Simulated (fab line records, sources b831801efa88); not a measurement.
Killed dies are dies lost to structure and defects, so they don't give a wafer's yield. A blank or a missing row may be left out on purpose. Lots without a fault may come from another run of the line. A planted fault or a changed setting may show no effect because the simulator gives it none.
fab line records | flow sky130
record lots=11 wafers=33 last_day=50
route steps=708 shown VIA2@509 METAL3@534 PAD_OPEN@708
lots that met no fault: from a run of the same line without faults
start_h: hours from the record's first day to the start of the lot's first wafer shown | wait_h: hours since the lot's step before | " the same as in the row above | L1.1+2: a row that stands for several wafers | - no value, or no start given | * or withheld: withheld | < > ~ a bound
route shown NAME@n: a module of which the file shows steps, and the number in the route of the first | usual: mean/standard deviation of fault-free wafers | same: alike in all rows | chamber/n: place in a boat | sites: the reading at each site | _std_site: their standard deviation | _edge_site: outer sites' mean less inner sites' | radius_mm: how far each site lies from the wafer's centre | mask NAME#n: copy n | behind: the tool/chamber that last shaped the wafer | hold: why the lot was held/for how many hours/how that ended | device: the transistor (n, p or np) that didn't switch | end of line: the same wafers' tests at the end of the route | a step without rows: its recipe alone | killed: dies lost to structure and defects at the first sort, not the wafer's yield | map: a wafer's dies, x killed, . not, _ none there
set.NAME: the setting as run; set.NAME@STEP: as run at that earlier step | model.NAME: the simulator's own value behind a step, which no gauge read
steps of the route over a sample of lots; a table a step, a row a wafer
services: from which hour (start_h, from the record's first day; less than 0 if before it) a tool's chamber was out of use, for how many hours, and why
## steps
# step SKY_VIA2_CMP_02
# recipe material=SiO2 down_force_psi=4 platen_rpm=60 pad_velocity_m_s=0.94248
# usual motor_current_A=11.6/0.9 platen_rpm=60.00/0.042
# columns lot.wafer tool chamber start_h wait_h motor_current_A platen_rpm
L629.2 cmp-01 3 818.26 0.1 12.0 59.98
L629.1 " 0 " " 12.2 59.98
L629.5 " 2 " " 12.1 59.99
L632.1 cmp-02 3 851.86 0.1 12.3 60.04
L632.4 " 0 " " 11.3 59.96
L632.5 " 1 " " 11.4 60.03
L634.2 cmp-02 2 865.94 0.1 9.5 60.04
L634.4 " 3 " " 12.4 60.01
L634.5 " 1 " " 11.3 59.98
L633.4 cmp-01 3 867.99 0.1 12.3 60.05
L633.3 " 0 " " 11.9 59.93
L633.6 " 2 " " 12.9 60.01
L637.1 cmp-02 3 885.72 0.1 11.6 59.95
L637.3 " 2 " " 9.6 60.04
L637.5 " 3 " " 11.7 59.98
L640.3 cmp-01 1 907.81 0.0 10.5 60.09
L640.1 " 2 " " 12.7 59.96
L640.4 " 3 " " 12.5 60.03
L641.2 cmp-02 0 912.52 0.1 11.0 59.89
L641.1 " 1 " " 11.1 60.02
L641.6 " 3 " " 11.6 60.00
L645.2 cmp-01 0 945.10 0.0 11.8 60.02
L645.4 " 2 " " 12.1 60.01
L645.3 " 3 " " 12.6 60.01
L650.3 cmp-01 0 979.49 0.1 11.6 60.03
L650.2 " 1 " " 10.6 60.00
L650.1 " 2 " " 12.0 60.01
L651.1 cmp-01 2 982.35 0.1 12.3 59.99
L651.3 " 1 " " 10.0 60.01
L651.6 " 2 " " 12.4 60.06
L652.2 cmp-01 1 986.13 0.0 11.0 59.99
L652.1 " 3 " " 12.1 60.00
L652.4 " 0 " " 12.6 60.04
# step SKY_VIA2_OVL_MEAS_13
# usual VIA2_OVL=-5/4.7
# columns lot.wafer tool chamber start_h wait_h VIA2_OVL[nm]
L629.1 overlay-02 - 845.15 0.1 -8
L629.2 " - " " -8
L629.5 " - " " -9
L632.1 overlay-01 - 877.70 0.1 -2
L632.4 " - " " 4
L632.5 " - " " 1
L634.2 overlay-02 - 891.91 0.1 -4
L634.4 " - " " 5
L634.5 " - " " -7
L633.3 overlay-02 - 894.07 0.1 1
L633.4 " - " " 3
L633.6 " - " " -4
L637.1 overlay-02 - 911.87 0.1 -4
L637.3 " - " " -8
L637.5 " - " " -5
L640.1 overlay-02 - 933.50 0.1 -2
L640.3 " - " " 2
L640.4 " - " " -5
L641.1 overlay-01 - 937.53 0.1 -15
L641.2 " - " " -7
L641.6 " - " " -4
L645.2 overlay-01 - 969.46 0.1 -5
L645.3 " - " " -4
L645.4 " - " " -5
L650.1 overlay-01 - 1002.48 0.1 -1
L650.2 " - " " 4
L650.3 " - " " -6
L651.1 overlay-02 - 1005.08 0.1 -8
L651.3 " - " " -5
L651.6 " - " " -5
L652.1 overlay-02 - 1009.56 0.1 -9
L652.2 " - " " -6
L652.4 " - " " -1
# step SKY_VIA2_SPUTTER_20
# recipe material=TiN target_thk_nm=20 chamber_pressure_pa=5 power_w=4000 time_s=80
# usual cathode_dc_power_W=4000.1/0.69 throttle_valve_pct=30.4/0.78
# columns lot.wafer tool chamber start_h wait_h cathode_dc_power_W throttle_valve_pct
L629.1 pvd_sputter-04 - 845.93 0.0 3999.5 30.9
L629.2 " - " " 3998.5 29.7
L629.5 " - " " 3999.5 31.0
L632.1 pvd_sputter-04 - 878.44 0.0 3999.9 30.6
L632.4 " - " " 4000.5 30.8
L632.5 " - " " 4000.2 31.2
L634.2 pvd_sputter-03 - 892.82 0.0 4000.9 30.3
L634.4 " - " " 4000.8 30.4
L634.5 " - " " 4000.3 29.2
L633.3 pvd_sputter-04 - 895.14 0.0 3999.3 31.1
L633.4 " - " " 3999.3 31.2
L633.6 " - " " 4000.1 30.9
L637.1 pvd_sputter-02 - 912.61 0.0 3999.6 28.6
L637.3 " - " " 4000.2 29.2
L637.5 " - " " 4000.5 29.1
L640.1 pvd_sputter-04 - 934.25 0.0 3999.3 29.6
L640.3 " - " " 3999.6 31.1
L640.4 " - " " 4000.5 31.3
L641.1 pvd_sputter-03 - 938.30 0.0 4000.0 29.0
L641.2 " - " " 3999.7 30.4
L641.6 " - " " 4000.1 30.7
L645.2 pvd_sputter-03 - 970.23 0.0 3999.2 30.0
L645.3 " - " " 4000.5 30.8
L645.4 " - " " 4000.9 30.5
L650.1 pvd_sputter-02 - 1003.26 0.0 4000.2 29.3
L650.2 " - " " 4000.5 29.1
L650.3 " - " " 4000.5 29.1
L651.1 pvd_sputter-04 - 1005.86 0.0 4000.2 31.3
L651.3 " - " " 3998.9 30.9
L651.6 " - " " 3999.0 30.8
L652.1 pvd_sputter-04 - 1010.30 0.0 3999.9 31.2
L652.2 " - " " 4000.3 31.1
L652.4 " - " " 4000.9 30.0
# step SKY_METAL3_SPUTTER_02
# recipe material=AlCu target_thk_nm=735 power_w=10600 time_s=39.1 chamber_pressure_pa=0.4
# usual cathode_dc_power_W=10600/2 throttle_valve_pct=30.0/0.88
# columns lot.wafer tool chamber start_h wait_h cathode_dc_power_W throttle_valve_pct
L629.1 pvd_sputter-01 - 846.65 0.0 10602 30.7
L629.2 " - " " 10600 31.1
L629.5 " - " " 10599 29.6
L632.1 pvd_sputter-01 - 879.16 0.0 10600 29.9
L632.4 " - " " 10599 29.7
L632.5 " - " " 10599 30.0
L634.2 pvd_sputter-04 - 893.53 0.0 10604 31.0
L634.4 " - " " 10600 31.2
L634.5 " - " " 10601 31.1
L633.3 pvd_sputter-01 - 895.86 0.0 10602 29.9
L633.4 " - " " 10599 30.6
L633.6 " - " " 10603 30.4
L637.1 pvd_sputter-01 - 913.34 0.0 10600 30.9
L637.3 " - " " 10599 29.9
L637.5 " - " " 10601 29.6
L640.1 pvd_sputter-02 - 934.97 0.0 10601 28.9
L640.3 " - " " 10597 29.0
L640.4 " - " " 10603 29.0
L641.1 pvd_sputter-04 - 939.02 0.0 10599 31.0
L641.2 " - " " 10599 30.0
L641.6 " - " " 10600 31.3
L645.2 pvd_sputter-04 - 970.95 0.0 10597 29.8
L645.3 " - " " 10598 31.1
L645.4 " - " " 10603 31.0
L650.1 pvd_sputter-01 - 1004.03 0.0 9650.2 31.3
L650.2 " - " " 10599 29.9
L650.3 " - " " 10599 29.8
L651.1 pvd_sputter-02 - 1006.58 0.0 10597 28.9
L651.3 " - " " 10603 29.3
L651.6 " - " " 10602 29.3
L652.1 pvd_sputter-04 - 1011.02 0.0 10599 31.2
L652.2 " - " " 10601 31.3
L652.4 " - " " 10600 29.7
# step SKY_METAL3_METAL_ETCH_18
# recipe target_depth_a=8450 stop_on=SiO2 over_etch_frac=0.3 time_s=183.1 chemistry=Cl2/BCl3 resist_sidewall_deg=88 pressure_mtorr=10 icp_w=900 bias_w=48.5 Cl2_flow_sccm=60 bcl3_flow_sccm=30
# usual drypump_motor_current_A=5.7/0.56 oes_product_au=0.865/0.006 throttle_valve_pct=22.265/0.0091
# columns lot.wafer tool chamber start_h wait_h drypump_motor_current_A oes_product_au rf_hours_counter_h throttle_valve_pct
L629.1 rie_metal-03 1 899.20 0.0 6.5 0.871 3 22.270
L629.2 " 0 " " 5.6 0.867 1 22.275
L629.5 " 1 " " 6.5 0.878 - 22.263
L632.1 rie_metal-04 0 931.20 0.0 5.0 0.862 5 22.265
L632.4 " 1 " " 5.8 0.861 - 22.249
L632.5 " 0 " " 5.0 0.860 - 22.255
L634.2 rie_metal-04 0 945.24 0.0 5.0 0.871 6 22.272
L634.4 " 0 " " 5.0 0.869 - 22.253
L634.5 " 1 " " 5.9 0.875 - 22.267
L633.3 rie_metal-03 1 946.31 0.1 6.5 0.863 - 22.271
L633.4 " 1 " " 6.5 0.862 - 22.266
L633.6 " 1 " " 6.5 0.874 - 22.259
L637.1 rie_metal-04 1 962.79 0.0 5.9 0.868 8 22.261
L637.3 " 1 " " 5.9 0.872 - 22.264
L637.5 " 1 " " 5.9 0.865 - 22.271
L640.1 rie_metal-04 0 983.89 0.0 5.0 0.874 8 22.265
L640.3 " 1 " " 5.8 0.868 - 22.272
L640.4 " 0 " " 5.0 0.867 - 22.278
L641.1 rie_metal-03 1 988.45 0.0 6.5 0.867 9 22.276
L641.2 " 0 " " 5.5 0.864 5 22.270
L641.6 " 0 " " 5.6 0.870 - 22.274
L645.2 rie_metal-04 1 1019.29 0.0 5.9 0.857 10 22.263
L645.3 " 1 " " 5.9 0.862 - 22.266
L645.4 " 0 " " 4.9 0.871 - 22.264
L650.1 rie_metal-02 1 1050.79 0.0 5.1 0.826 20 22.259
L650.2 " 0 " " 5.3 0.868 9 22.261
L650.3 " 1 " " 5.0 0.879 - 22.266
L651.1 rie_metal-04 0 1053.04 0.0 5.0 0.872 11 22.264
L651.3 " 1 " " 5.9 0.866 - 22.267
L651.6 " 0 " " 5.0 0.856 - 22.257
L652.1 rie_metal-03 1 1056.84 0.0 6.5 0.860 14 22.261
L652.2 " 0 " " 5.5 0.867 10 22.259
L652.4 " 0 " " 5.5 0.868 - 22.261
# step SKY_PAD_OPEN_PROBE_99
# usual defect_limited_yield=82.2/1.9 killed_at_M0_to_M3=44/6.9 killed_at_M4_up=3.3/1.8 killed_at_contacts=24/5 killed_at_front_end=16/4.6 killed_at_other=0.2/0.42 killed_dies=88/9.2 killed_open=48/7.3 killed_short=40/6.5 sort_bin_3_pad_short=0.9/0.43 sort_bin_5_function=10.6/1.5 sort_bin_6_memory=6.4/1.1 sort_n_pass=404/9.2 sort_yield_pct=82.2/1.9
# same gross_dies=492 killed_at_back_side=0 sort_bin_4_leakage[%]=0 sort_bin_8_speed[%]=0
# columns lot.wafer tool chamber start_h wait_h defect_limited_yield[%] killed_at_M0_to_M3 killed_at_M4_up killed_at_contacts killed_at_front_end killed_at_other killed_dies killed_open killed_short sort_bin_3_pad_short[%] sort_bin_5_function[%] sort_bin_6_memory[%] sort_n_pass sort_yield_pct[%]
L633.3 prober-02 - 1112.29 0.2 83.3 35 3 25 19 0 82 44 38 0.4 10.4 5.9 410 83.3
L633.4 prober-02 - 1112.34 0.2 81.3 48 4 21 19 0 92 51 40 1.0 9.8 7.9 400 81.3
L633.6 prober-02 - 1112.44 0.2 84.6 39 3 20 14 0 76 40 35 0.8 9.3 5.3 416 84.6
L650.1 prober-02 - 1192.56 0.1 79.9 49 5 25 20 0 99 52 47 1.0 13.2 5.9 393 79.9
L650.2 prober-02 - 1192.61 0.1 83.5 42 5 13 21 0 81 39 42 1.0 10.0 5.5 411 83.5
L650.3 prober-02 - 1192.66 0.2 81.1 51 0 21 21 0 93 48 45 0.6 11.6 6.7 399 81.1
# killed by level:class
L633.3 CONTACT:geometric_particle:open=9 VIA1:geometric_particle:open=7 CONTACT:geometric_particle:short=6 METAL1:geometric_particle:short=6 FIELD_ISO:geometric_particle:open=5 METAL2:geometric_particle:short=5 POLY_GATE:geometric_particle:short=4 LI_CONTACT:geometric_particle:open=4
L633.4 VIA2:geometric_particle:open=10 CONTACT:geometric_particle:open=9 METAL1:geometric_particle:short=7 LI_CONTACT:geometric_particle:open=6 VIA1:geometric_particle:open=6 VIA3:geometric_particle:open=6 FIELD_ISO:geometric_particle:open=5 VIA1:geometric_particle:short=5
L633.6 VIA1:geometric_particle:open=7 CONTACT:geometric_particle:open=6 VIA2:geometric_particle:open=6 LI_CONTACT:geometric_particle:open=5 VIA3:geometric_particle:open=5 POLY_GATE:geometric_particle:open=4 CONTACT:geometric_particle:short=4 METAL1:geometric_particle:short=4
L650.1 CONTACT:geometric_particle:open=13 METAL1:geometric_particle:short=8 VIA1:geometric_particle:open=8 VIA2:geometric_particle:open=6 POLY_GATE:geometric_particle:open=5 POLY_GATE:geometric_particle:short=5 METAL1:geometric_particle:open=5 METAL2:geometric_particle:short=5
L650.2 VIA1:geometric_particle:open=11 METAL1:geometric_particle:short=10 FIELD_ISO:geometric_particle:open=8 CONTACT:geometric_particle:open=7 VIA1:geometric_particle:short=6 METAL2:geometric_particle:short=5 METAL4:geometric_particle:short=4 FIELD_ISO:geometric_particle:short=3
L650.3 CONTACT:geometric_particle:open=11 VIA1:geometric_particle:short=9 VIA3:geometric_particle:open=9 VIA1:geometric_particle:open=8 VIA2:geometric_particle:short=6 FIELD_ISO:geometric_particle:short=5 POLY_GATE:geometric_particle:open=5 METAL1:geometric_particle:short=5
## services
# columns tool chamber start_h hours kind
pvd_sputter-04 - 799.44 1.1 repair
pvd_sputter-02 - 808.58 2.4 repair
pvd_sputter-04 - 820.51 9.1 repair
pvd_sputter-02 - 847.72 1.0 repair
pvd_sputter-04 - 862.87 2.7 repair
cmp-01 - 880.53 0.4 repair
cmp-02 - 883.50 0.4 repair
pvd_sputter-03 - 902.39 0.8 repair
pvd_sputter-03 - 904.13 4.3 repair
cmp-01 - 912.16 4.0 pm
pvd_sputter-03 - 915.63 1.9 repair
pvd_sputter-01 - 933.67 6.5 repair
rie_metal-03 0 945.59 14.8 repair
pvd_sputter-01 - 960.15 14.7 repair
cmp-02 - 982.77 2.4 repair
pvd_sputter-03 - 991.09 14.2 repair
cmp-01 - 992.93 3.7 pm
pvd_sputter-02 - 995.21 2.4 repair
cmp-02 - 1013.33 3.2 repair
rie_metal-04 - 1013.53 0.4 repair
pvd_sputter-01 - 1019.29 1.2 repair
cmp-02 - 1033.50 0.3 repair
pvd_sputter-02 - 1046.65 12.6 repair
rie_metal-03 - 1050.13 0.5 repair
## key
first_sign step=SKY_METAL3_SPUTTER_02 reading=cathode_dc_power_W direction=down sigmas=99+ usual=10600 struck=9650.2
effect step=SKY_METAL3_METAL_ETCH_18 reading=oes_product_au direction=down sigmas=6.5 usual=0.865 struck=0.826
met_at SKY_METAL3_SPUTTER_02
struck_lots L650
struck_wafers L650.1
not_acting_at SKY_VIA2_CMP_02,SKY_VIA2_OVL_MEAS_13,SKY_VIA2_SPUTTER_20
onset_between 846.65 1004.03
fault kind=process_parameter_drift tool=pvd_sputter-01 chamber=- onset_h=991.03 steps=SKY_METAL3_SPUTTER_02 channel=power_w offset=* shape=step end_h=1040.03 acts_in=* stated=* scope=struck_wafers_only
